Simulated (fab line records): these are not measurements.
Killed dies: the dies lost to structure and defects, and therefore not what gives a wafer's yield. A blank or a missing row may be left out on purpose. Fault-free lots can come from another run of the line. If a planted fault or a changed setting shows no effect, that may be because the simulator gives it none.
A struck lot beside a sound one -- flow sky130 -- 15 steps out of a route of 708
Sound: wafers L275.1, L275.3, L275.5. Struck: wafers L285.3, L285.5, L285.6. Last of all comes the cause.
Order at every step that has rows: each side's tool, ch and its chambers, its first start. Under that, the readings that differ: sound wafers -- struck wafers -- difference of the means -- sigmas: that difference in standard deviations of wafers without a fault.
alike: a reading whose means differ by less than 2 such deviations, as well as words and numbers matching on both sides. not compared: withheld readings; readings where some wafer has no value; bounds like >300 that might hide an equal value; numbers whose values overlap and for which the record gives no deviation.
The two part at a step that has a row with sigmas, a row that says differs or no value, or rows on one side only. Non-overlapping numbers with no deviation appear without sigmas and do not part them. A reading that every wafer of one side lacks parts them only if that side has two wafers or more.

first, 2 steps without rows for these wafers: SKY_PASSIVATION_PEB_09; SKY_PASSIVATION_DEVELOP_10 (develop time 60 s).
SKY_PASSIVATION_ETCH_11: etches the open film in CF4/O2, stops on AlCu, target depth 725 nm, time 161.1 s.
  sound on rie diel-02 ch 0,2, day 46 12:43; struck on rie diel-02 ch 1,2,3, day 48 17:10
  alike: O2_flow_sccm, drypump motor current A, oes product au, rf fwd power W, throttle valve pct
  not compared: rf hours counter h
SKY_PASSIVATION_STRIP_12: strips in O2/N2.
  sound on plasma asher-04 ch 0,1, day 46 12:49; struck on plasma asher-02 ch 0,1, day 48 17:18
reading,sound,struck,difference,sigmas
strip time to endpoint s (s),31.84 31.75 31.90,31.48 31.53 31.46,-0.34,-2
  alike: chamber pressure mTorr, drypump motor current A, oes product au
  not compared: rf hours counter h
then, 7 steps without rows for these wafers: SKY_PAD_OPEN_DEHYDRATE_00 (time 60 s); SKY_PAD_OPEN_HMDS_01 (prime time 60 s); SKY_PAD_OPEN_COAT_02 (resist thk 3000 nm); SKY_PAD_OPEN_SOFTBAKE_03; SKY_PAD_OPEN_EXPOSE_04 (exposes mask PDM, target cd 60000 nm); SKY_PAD_OPEN_PEB_05; SKY_PAD_OPEN_DEVELOP_06 (develop time 60 s).
SKY_PAD_OPEN_ETCH_07: etches the open film in CF4/O2, stops on AlCu, target depth 725 nm, time 161.1 s.
  sound on rie diel-02 ch 1,2,3, day 47 08:50; struck on rie diel-01 ch 1,2,3, day 49 10:59
  alike: O2_flow_sccm, drypump motor current A, oes product au, rf fwd power W, throttle valve pct
  not compared: rf hours counter h
SKY_PAD_OPEN_STRIP_08: strips in O2/N2.
  sound on plasma asher-03 ch 1, day 47 08:56; struck on plasma asher-01 ch 0,1, day 49 11:07
  no value came back on the struck wafers for chamber pressure mTorr (mTorr), drypump motor current A (A), oes product au (a.u.), strip time to endpoint s (s); on the sound wafers chamber pressure mTorr (mTorr) reads 1500.9 1499.0 1501.3
reading,sound,struck,difference,sigmas
model.coat_of_PAD_OPEN_COAT_02.thk nm (nm),0 0 0,3011 3005 3002,+3006,
  not compared: rf hours counter h
then, 2 steps without rows for these wafers: SKY_PAD_OPEN_STRIP_09 (strips in post etch residue remover, time 1200 s); SKY_PAD_OPEN_PROBE_99.

== WHERE THEY PART ==
Last at SKY_PAD_OPEN_STRIP_08 as far as this record goes, first at SKY_PASSIVATION_STRIP_12.

WHY: the cause the simulator had injected
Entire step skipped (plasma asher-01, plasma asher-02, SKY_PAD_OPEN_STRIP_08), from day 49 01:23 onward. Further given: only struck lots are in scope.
